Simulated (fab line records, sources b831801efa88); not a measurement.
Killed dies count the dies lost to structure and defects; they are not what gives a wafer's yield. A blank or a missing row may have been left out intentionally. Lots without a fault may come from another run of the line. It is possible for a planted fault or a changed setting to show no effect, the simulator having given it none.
fab line records | flow sky130
record lots=13 | wafers=39 | last_day=50
route steps=708 shown FIELD_ISO@5 NWELL@65
lots that met no fault: from a run of the same line without faults
start_h: the number of hours between the record's first day and the start of the first shown wafer of the lot | wait_h: hours since the lot's step before | " the same as in the row above | L1.1+2: a single row standing in for several wafers | - no value, or no start was given | * or withheld: withheld | < > ~ a bound
route shown NAME@n: names a module that has steps shown in the file, with the first one's number in the route | usual: mean and standard deviation over wafers with no fault | same: alike in all rows | chamber/n: place in a boat | sites: per-site readings | _std_site: standard deviation across them | _edge_site: the outer-site mean with the inner-site mean subtracted | radius_mm: for every site, how far away it sits from the centre of the wafer | mask NAME#n: copy n | behind: the tool/chamber that last shaped the wafer | hold: why the lot was held/for how many hours/how that ended | device: names the non-switching transistor (n, p or np) | end of line: tests of these same wafers at the route's end | for a step that has no rows: nothing shown but its recipe | killed: dies that structure and defects cost at the first sort, which is not the same as the wafer's yield | map: the dies of a wafer, with x for killed, . for not killed, _ for no die there
set.NAME: the setting as run; set.NAME@STEP: as run at that earlier step | model.NAME: the simulator's own value behind a step, which no gauge read
a sample of lots followed through the steps of the route, with each step as a table and each wafer as a row
services: a tool's chamber out of use, with start hour (start_h, from the record's first day; less than 0 if before it), hours out, and reason
## steps
# step SKY_FIELD_ISO_THK_MEAS_04
# recipe reads=Si3N4_of_FIELD_ISO_CVD_03
# usual FIELD_ISO_CVD_03_THK=165.7/1.5
lot.wafer | tool          | chamber | start_h | wait_h | FIELD_ISO_CVD_03_THK[nm]
L874.2    | film_metro-01 | -       | 16.06   | 0.0    | 165.1
L874.3    | "             | -       | "       | "      | 165.9
L874.6    | "             | -       | "       | "      | 166.9
L875.1    | film_metro-02 | -       | 21.08   | 0.0    | 164.4
L875.2    | "             | -       | "       | "      | 165.5
L875.5    | "             | -       | "       | "      | 164.4
L877.1    | film_metro-04 | -       | 29.53   | 0.0    | 162.2
L877.4    | "             | -       | "       | "      | 161.6
L877.5    | "             | -       | "       | "      | 162.8
L880.1    | film_metro-04 | -       | 44.52   | 0.0    | 168.9
L880.5    | "             | -       | "       | "      | 166.5
L880.6    | "             | -       | "       | "      | 167.7
L881.1    | film_metro-01 | -       | 48.90   | 0.0    | 166.4
L881.4    | "             | -       | "       | "      | 165.0
L881.6    | "             | -       | "       | "      | 167.1
L882.2    | film_metro-02 | -       | 56.32   | 0.0    | 167.1
L882.3    | "             | -       | "       | "      | 166.1
L882.5    | "             | -       | "       | "      | 165.4
L883.1    | film_metro-01 | -       | 59.45   | 0.0    | 167.2
L883.2    | "             | -       | "       | "      | 168.9
L883.6    | "             | -       | "       | "      | 168.1
L886.3    | film_metro-01 | -       | 73.82   | 0.0    | 167.3
L886.4    | "             | -       | "       | "      | 166.8
L886.6    | "             | -       | "       | "      | 166.0
L888.1    | film_metro-02 | -       | 84.89   | 0.0    | 163.6
L888.2    | "             | -       | "       | "      | 165.5
L888.5    | "             | -       | "       | "      | 163.9
L893.2    | film_metro-01 | -       | 108.49  | 0.0    | 165.7
L893.4    | "             | -       | "       | "      | 164.9
L893.6    | "             | -       | "       | "      | 164.7
L894.2    | film_metro-01 | -       | 113.80  | 0.0    | 165.3
L894.5    | "             | -       | "       | "      | 165.9
L894.6    | "             | -       | "       | "      | 167.6
L896.3    | film_metro-02 | -       | 124.44  | 0.0    | 164.1
L896.4    | "             | -       | "       | "      | 166.1
L896.6    | "             | -       | "       | "      | 165.3
L897.1    | film_metro-02 | -       | 128.66  | 0.0    | 165.4
L897.4    | "             | -       | "       | "      | 165.9
L897.5    | "             | -       | "       | "      | 163.8
# step SKY_FIELD_ISO_THK_MEAS_23
# recipe reads=SiO2_of_FIELD_ISO_OXIDATION_22
# usual FIELD_ISO_OXIDATION_01_THK=9.96/0.19
lot.wafer | tool          | chamber | start_h | wait_h | FIELD_ISO_OXIDATION_01_THK[nm]
L874.2    | film_metro-02 | -       | 32.83   | 0.0    | 9.71
L874.3    | "             | -       | "       | "      | 9.94
L874.6    | "             | -       | "       | "      | 9.79
L875.1    | film_metro-04 | -       | 38.49   | 0.0    | 9.73
L875.2    | "             | -       | "       | "      | 9.94
L875.5    | "             | -       | "       | "      | 9.97
L877.1    | film_metro-04 | -       | 47.81   | 0.0    | 10.05
L877.4    | "             | -       | "       | "      | 10.09
L877.5    | "             | -       | "       | "      | 10.11
L880.1    | film_metro-01 | -       | 62.80   | 0.0    | 10.20
L880.5    | "             | -       | "       | "      | 10.05
L880.6    | "             | -       | "       | "      | 10.03
L881.1    | film_metro-02 | -       | 66.18   | 0.0    | 10.03
L881.4    | "             | -       | "       | "      | 10.12
L881.6    | "             | -       | "       | "      | 10.04
L882.2    | film_metro-02 | -       | 75.48   | 0.0    | 9.68
L882.3    | "             | -       | "       | "      | 9.78
L882.5    | "             | -       | "       | "      | 9.61
L883.1    | film_metro-02 | -       | 78.16   | 0.0    | 9.96
L883.2    | "             | -       | "       | "      | 10.00
L883.6    | "             | -       | "       | "      | 10.13
L886.3    | film_metro-02 | -       | 94.21   | 0.0    | 9.70
L886.4    | "             | -       | "       | "      | 9.74
L886.6    | "             | -       | "       | "      | 9.64
L888.1    | film_metro-02 | -       | 105.41  | 0.0    | 10.31
L888.2    | "             | -       | "       | "      | 10.16
L888.5    | "             | -       | "       | "      | 10.30
L893.2    | film_metro-01 | -       | 129.49  | 0.0    | 9.59
L893.4    | "             | -       | "       | "      | 9.57
L893.6    | "             | -       | "       | "      | 9.72
L894.2    | film_metro-02 | -       | 136.36  | 0.0    | 9.85
L894.5    | "             | -       | "       | "      | 9.88
L894.6    | "             | -       | "       | "      | 9.79
L896.3    | film_metro-02 | -       | 149.01  | 0.0    | 10.03
L896.4    | "             | -       | "       | "      | 10.04
L896.6    | "             | -       | "       | "      | 10.01
L897.1    | film_metro-02 | -       | 152.92  | 0.0    | 10.09
L897.4    | "             | -       | "       | "      | 9.92
L897.5    | "             | -       | "       | "      | 9.88
# step SKY_NWELL_IMPLANT_12
# recipe species=P | energy_kev=120 | dose_cm2=1.3e+12 | tilt_deg=withheld
# usual dose_ions_cm2=1.3001e+12/1.4e+09 | end_station_pressure_torr=4.97e-06/2.6e-07 | faraday_current_uA=7.32/0.15
lot.wafer | tool         | chamber | start_h | wait_h | dose_ions_cm2 | end_station_pressure_torr | faraday_current_uA
L874.2    | implanter-02 | 0       | 86.18   | 0.1    | 1.3007e+12    | 5.45e-06                  | 7.22
L874.3    | "            | 0       | "       | "      | 1.3027e+12    | 4.88e-06                  | 7.72
L874.6    | "            | 0       | "       | "      | 1.3015e+12    | 5.22e-06                  | 7.38
L875.1    | implanter-04 | 0       | 94.20   | 0.1    | 1.2987e+12    | 4.92e-06                  | 7.30
L875.2    | "            | 0       | "       | "      | 1.3006e+12    | 4.91e-06                  | 7.36
L875.5    | "            | 0       | "       | "      | 1.3015e+12    | 4.79e-06                  | 7.26
L877.1    | implanter-01 | 0       | 106.32  | 0.1    | 1.2979e+12    | 4.32e-06                  | 7.08
L877.4    | "            | 0       | "       | "      | 1.3009e+12    | 5.22e-06                  | 7.31
L877.5    | "            | 0       | "       | "      | 1.2975e+12    | 5e-06                     | 7.38
L880.1    | implanter-02 | 0       | 120.38  | 0.1    | 1.3018e+12    | 4.86e-06                  | 7.32
L880.5    | "            | 0       | "       | "      | 1.2987e+12    | 4.74e-06                  | 7.66
L880.6    | "            | 0       | "       | "      | 1.3e+12       | 4.95e-06                  | 7.35
L881.1    | implanter-02 | 0       | 125.50  | 0.1    | 1.3023e+12    | 4.61e-06                  | 7.34
L881.4    | "            | 0       | "       | "      | 1.2999e+12    | 5.34e-06                  | 7.20
L881.6    | "            | 0       | "       | "      | 1.3022e+12    | 4.97e-06                  | 7.10
L882.2    | implanter-02 | 0       | 137.35  | 0.1    | 9.483e+11     | 5.15e-06                  | 5.40
L882.3    | "            | 0       | "       | "      | 9.483e+11     | 4.94e-06                  | 5.29
L882.5    | "            | 0       | "       | "      | 9.48e+11      | 4.8e-06                   | 5.37
L883.1    | implanter-02 | 0       | 139.89  | 0.1    | 9.533e+11     | 5.41e-06                  | 5.43
L883.2    | "            | 0       | "       | "      | 9.525e+11     | 4.69e-06                  | 5.45
L883.6    | "            | 0       | "       | "      | 9.505e+11     | 4.56e-06                  | 5.24
L886.3    | implanter-02 | 0       | 157.20  | 0.1    | 9.487e+11     | 4.59e-06                  | 5.23
L886.4    | "            | 0       | "       | "      | 9.498e+11     | 5.05e-06                  | 5.38
L886.6    | "            | 0       | "       | "      | 9.517e+11     | 5.19e-06                  | 5.47
L888.1    | implanter-01 | 0       | 170.32  | 0.1    | 1.2992e+12    | 5.61e-06                  | 7.57
L888.2    | "            | 0       | "       | "      | 1.2976e+12    | 4.82e-06                  | 7.11
L888.5    | "            | 0       | "       | "      | 1.3026e+12    | 5.64e-06                  | 7.20
L893.2    | implanter-01 | 0       | 198.74  | 0.1    | 1.3012e+12    | 5.21e-06                  | 7.25
L893.4    | "            | 0       | "       | "      | 1.2988e+12    | 5.23e-06                  | 7.33
L893.6    | "            | 0       | "       | "      | 1.2992e+12    | 5.41e-06                  | 7.17
L894.2    | implanter-04 | 0       | 205.20  | 0.1    | 1.3001e+12    | 4.95e-06                  | 7.13
L894.5    | "            | 0       | "       | "      | 1.2972e+12    | 4.92e-06                  | 7.28
L894.6    | "            | 0       | "       | "      | 1.2979e+12    | 5.01e-06                  | 7.15
L896.3    | implanter-01 | 0       | 222.48  | 0.1    | 1.3e+12       | 5.32e-06                  | 7.45
L896.4    | "            | 0       | "       | "      | 1.301e+12     | 4.71e-06                  | 7.25
L896.6    | "            | 0       | "       | "      | 1.3011e+12    | 4.67e-06                  | 7.40
L897.1    | implanter-01 | 0       | 225.30  | 0.1    | 1.3e+12       | 5.05e-06                  | 7.48
L897.4    | "            | 0       | "       | "      | 1.2994e+12    | 5.01e-06                  | 7.12
L897.5    | "            | 0       | "       | "      | 1.3014e+12    | 4.98e-06                  | 7.54
# step SKY_NWELL_TW_MEAS_15
# usual NWELL_TW=1821/13
lot.wafer | tool          | chamber | start_h | wait_h | NWELL_TW
L874.2    | film_metro-02 | -       | 86.56   | 0.1    | 1828
L874.3    | "             | -       | "       | "      | 1839
L874.6    | "             | -       | "       | "      | 1831
L875.1    | film_metro-03 | -       | 94.60   | 0.1    | 1801
L875.2    | "             | -       | "       | "      | 1805
L875.5    | "             | -       | "       | "      | 1802
L877.1    | film_metro-03 | -       | 106.72  | 0.1    | 1803
L877.4    | "             | -       | "       | "      | 1805
L877.5    | "             | -       | "       | "      | 1804
L880.1    | film_metro-02 | -       | 120.78  | 0.1    | 1807
L880.5    | "             | -       | "       | "      | 1812
L880.6    | "             | -       | "       | "      | 1809
L881.1    | film_metro-03 | -       | 125.90  | 0.1    | 1808
L881.4    | "             | -       | "       | "      | 1818
L881.6    | "             | -       | "       | "      | 1803
L882.2    | film_metro-01 | -       | 137.74  | 0.1    | 1830
L882.3    | "             | -       | "       | "      | 1822
L882.5    | "             | -       | "       | "      | 1815
L883.1    | film_metro-01 | -       | 140.29  | 0.1    | 1821
L883.2    | "             | -       | "       | "      | 1818
L883.6    | "             | -       | "       | "      | 1827
L886.3    | film_metro-02 | -       | 157.57  | 0.1    | 1821
L886.4    | "             | -       | "       | "      | 1827
L886.6    | "             | -       | "       | "      | 1828
L888.1    | film_metro-02 | -       | 170.72  | 0.1    | 1819
L888.2    | "             | -       | "       | "      | 1824
L888.5    | "             | -       | "       | "      | 1835
L893.2    | film_metro-02 | -       | 199.13  | 0.1    | 1833
L893.4    | "             | -       | "       | "      | 1849
L893.6    | "             | -       | "       | "      | 1835
L894.2    | film_metro-01 | -       | 205.61  | 0.1    | 1820
L894.5    | "             | -       | "       | "      | 1819
L894.6    | "             | -       | "       | "      | 1826
L896.3    | film_metro-01 | -       | 222.85  | 0.1    | 1842
L896.4    | "             | -       | "       | "      | 1833
L896.6    | "             | -       | "       | "      | 1838
L897.1    | film_metro-01 | -       | 225.70  | 0.1    | 1832
L897.4    | "             | -       | "       | "      | 1838
L897.5    | "             | -       | "       | "      | 1827
# step SKY_NWELL_RS_MEAS_29
# recipe thk_meas_gauge=four-point-probe
# usual NWELL_RS=624.6/1.4
lot.wafer | tool          | chamber | start_h | wait_h | NWELL_RS[ohm/sq]
L874.2    | film_metro-03 | -       | 105.10  | 0.1    | 624.6
L874.3    | "             | -       | "       | "      | 623.1
L874.6    | "             | -       | "       | "      | 624.5
L875.1    | film_metro-02 | -       | 113.08  | 0.1    | 624.1
L875.2    | "             | -       | "       | "      | 622.5
L875.5    | "             | -       | "       | "      | 623.4
L877.1    | film_metro-02 | -       | 126.04  | 0.1    | 625.2
L877.4    | "             | -       | "       | "      | 624.2
L877.5    | "             | -       | "       | "      | 622.3
L880.1    | film_metro-03 | -       | 140.16  | 0.1    | 625.2
L880.5    | "             | -       | "       | "      | 624.6
L880.6    | "             | -       | "       | "      | 623.6
L881.1    | film_metro-02 | -       | 145.44  | 0.1    | 626.2
L881.4    | "             | -       | "       | "      | 624.0
L881.6    | "             | -       | "       | "      | 624.7
L882.2    | film_metro-01 | -       | 157.81  | 0.1    | 636.0
L882.3    | "             | -       | "       | "      | 634.8
L882.5    | "             | -       | "       | "      | 636.9
L883.1    | film_metro-03 | -       | 160.39  | 0.1    | 636.6
L883.2    | "             | -       | "       | "      | 635.3
L883.6    | "             | -       | "       | "      | 635.9
L886.3    | film_metro-01 | -       | 179.00  | 0.1    | 634.1
L886.4    | "             | -       | "       | "      | 632.3
L886.6    | "             | -       | "       | "      | 632.8
L888.1    | film_metro-03 | -       | 192.16  | 0.1    | 624.3
L888.2    | "             | -       | "       | "      | 624.7
L888.5    | "             | -       | "       | "      | 625.8
L893.2    | film_metro-03 | -       | 222.41  | 0.1    | 625.3
L893.4    | "             | -       | "       | "      | 625.2
L893.6    | "             | -       | "       | "      | 624.2
L894.2    | film_metro-01 | -       | 229.03  | 0.1    | 624.5
L894.5    | "             | -       | "       | "      | 623.3
L894.6    | "             | -       | "       | "      | 620.9
L896.3    | film_metro-02 | -       | 247.42  | 0.1    | 623.8
L896.4    | "             | -       | "       | "      | 624.9
L896.6    | "             | -       | "       | "      | 624.5
L897.1    | film_metro-03 | -       | 250.32  | 0.1    | 624.4
L897.4    | "             | -       | "       | "      | 624.3
L897.5    | "             | -       | "       | "      | 625.7
## services
tool         | chamber | start_h | hours | kind
implanter-04 | -       | 101.11  | 1.7   | repair
implanter-01 | -       | 129.19  | 1.2   | repair
implanter-01 | -       | 161.18  | 2.6   | repair
implanter-01 | -       | 185.87  | 2.3   | repair
implanter-02 | -       | 195.75  | 3.0   | repair
implanter-02 | -       | 196.71  | 78.2  | repair
## key
first_sign step=SKY_NWELL_IMPLANT_12 | reading=dose_ions_cm2 | direction=down | sigmas=99+ | usual=* | struck=*
effect step=SKY_NWELL_IMPLANT_12 | reading=faraday_current_uA | direction=down | sigmas=13 | usual=7.32 | struck=5.36
effect step=SKY_NWELL_RS_MEAS_29 | reading=NWELL_RS | direction=up | sigmas=7.3 | usual=624.6 | struck=635.0
met_at SKY_NWELL_IMPLANT_12
struck_lots L882,L883,L886
tester_left_out L882,L883,L886
not_acting_at SKY_FIELD_ISO_THK_MEAS_04,SKY_FIELD_ISO_THK_MEAS_23,SKY_NWELL_TW_MEAS_15
onset_between 125.50 137.35
fault kind=process_parameter_drift | tool=implanter-02 | chamber=- | onset_h=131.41 | steps=SKY_NWELL_IMPLANT_12 | channel=dose_cm2 | offset=* | shape=step | end_h=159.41 | acts_in=* | stated=*
# tester_left_out: of these lots the tester's yield and bins aren't shown, on N5 and GAA mostly nor the transistor test; their killed dies are dies lost to structure and defects alone, not to doping, threshold or leakage, so they don't give the yield
